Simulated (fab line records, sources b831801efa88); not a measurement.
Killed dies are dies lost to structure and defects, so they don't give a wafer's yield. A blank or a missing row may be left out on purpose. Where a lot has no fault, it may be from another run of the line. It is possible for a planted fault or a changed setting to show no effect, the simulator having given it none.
2 desks looking at one fault + flow sky130 + only its own numbers are on each desk; what lay behind them is given at the end

TOOL OWNER'S DESK, lpcvd-03
The tool's own readings at SKY_SONOS_ONO_CVD_04 (deposits SiO2 from SiH4/N2O, target thk 5.7199 nm): means of the sampled wafers that have a number, for each lot that ran on this tool. The brackets show how far a lot's mean lies from the usual mean; more than 4 standard deviations puts the lot out of limits, marked OUT.
Columns: A = pressure mtorr at SKY_SONOS_ONO_CVD_04, usual 399.8 mTorr; B = zone power top pct at SKY_SONOS_ONO_CVD_04, usual 31.4 %
| lot  | first seen here | A     | B    |
|------|-----------------|-------|------|
| L925 | day 11 12:25    | 400.2 | 31.1 |
| L926 | day 11 20:51    | 400.3 | 31.2 |
| L930 | day 13 12:08    | 399.5 | 31.5 |
| L929 | day 13 13:23    | 399.6 | 31.5 |
| L941 | day 17 00:02    | 399.9 | 31.4 |
| L942 | day 17 07:29    | 399.4 | 31.4 |
| L943 | day 17 09:45    | 400.6 | 31.2 |
| L944 | day 17 22:58    | 400.1 | 31.4 |
| L945 | day 18 03:40    | 400.2 | 31.1 |
| L946 | day 18 09:11    | 399.4 | 31.3 |
| L947 | day 19 22:25    | 399.5 | 31.2 |
| L948 | day 19 22:25    | 400.2 | 31.5 |
This desk found nothing out of limits on any of the 12 lots.

THE METROLOGY DESK
What the gauges read, lot by lot, whatever tool the lot ran on: means of the sampled wafers that have a number. The brackets show how far a lot's mean lies from the usual mean; more than 4 standard deviations puts the lot out of limits, marked OUT.
Columns: A = VT_ADJUST_HVTR_OVL at SKY_VT_ADJUST_HVTR_OVL_MEAS_08, usual 1.7 nm; B = SONOS_ONO_CVD_04_THK at SKY_SONOS_ONO_THK_MEAS_05, usual 5.83 nm; C = cd nm at SKY_LOCAL_INTERCONNECT_CD_MEAS_11, usual 170.2 nm
| lot  | first seen here | A    | B               | C     |
|------|-----------------|------|-----------------|-------|
| L925 | day 9 10:41     | 2.5  | 5.90            | 170.9 |
| L926 | day 9 17:26     | 0.8  | 5.82            | 172.0 |
| L930 | day 11 07:02    | 2.9  | 5.46 (-4.6) OUT | 168.3 |
| L929 | day 11 08:31    | 0.4  | 5.43 (-4.9) OUT | 170.4 |
| L941 | day 14 11:47    | 0.6  | 5.70            | 171.3 |
| L942 | day 14 18:37    | -0.3 | 5.81            | 168.2 |
| L943 | day 14 20:59    | 2.1  | 5.80            | 168.9 |
| L944 | day 15 08:52    | 2.8  | 5.76            | 170.3 |
| L945 | day 15 14:20    | 2.3  | 5.84            | 168.0 |
| L946 | day 15 18:14    | 0.1  | 5.83            | 169.2 |
| L947 | day 16 03:13    | 0.2  | 5.74            | 172.1 |
| L948 | day 16 16:59    | 3.2  | 5.79            | 170.5 |
This desk's result: L929, L930 out of limits, first on L930 (SONOS_ONO_CVD_04_THK at SKY_SONOS_ONO_THK_MEAS_05), day 13 13:23. In limits: L925, L926, L941, L942, L943, L944, L945, L946, L947, L948.

ALL TOGETHER
Metrology desk: alarm possible at day 13 13:23 on L929, L930.
The desk of the tool owner found nothing out of limits.
On record at the tool owner's desk: L929, L930, within its limits.
On lpcvd-03, each named lot ran SKY_SONOS_ONO_CVD_04.

WHAT THE SIMULATOR HAD INSERTED
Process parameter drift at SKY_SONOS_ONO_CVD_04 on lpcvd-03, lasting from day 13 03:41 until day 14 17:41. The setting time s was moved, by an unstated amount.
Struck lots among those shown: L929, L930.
Per desk, hours elapsed from the start of the fault to the first reading out of limits: for the metrology desk, 10.
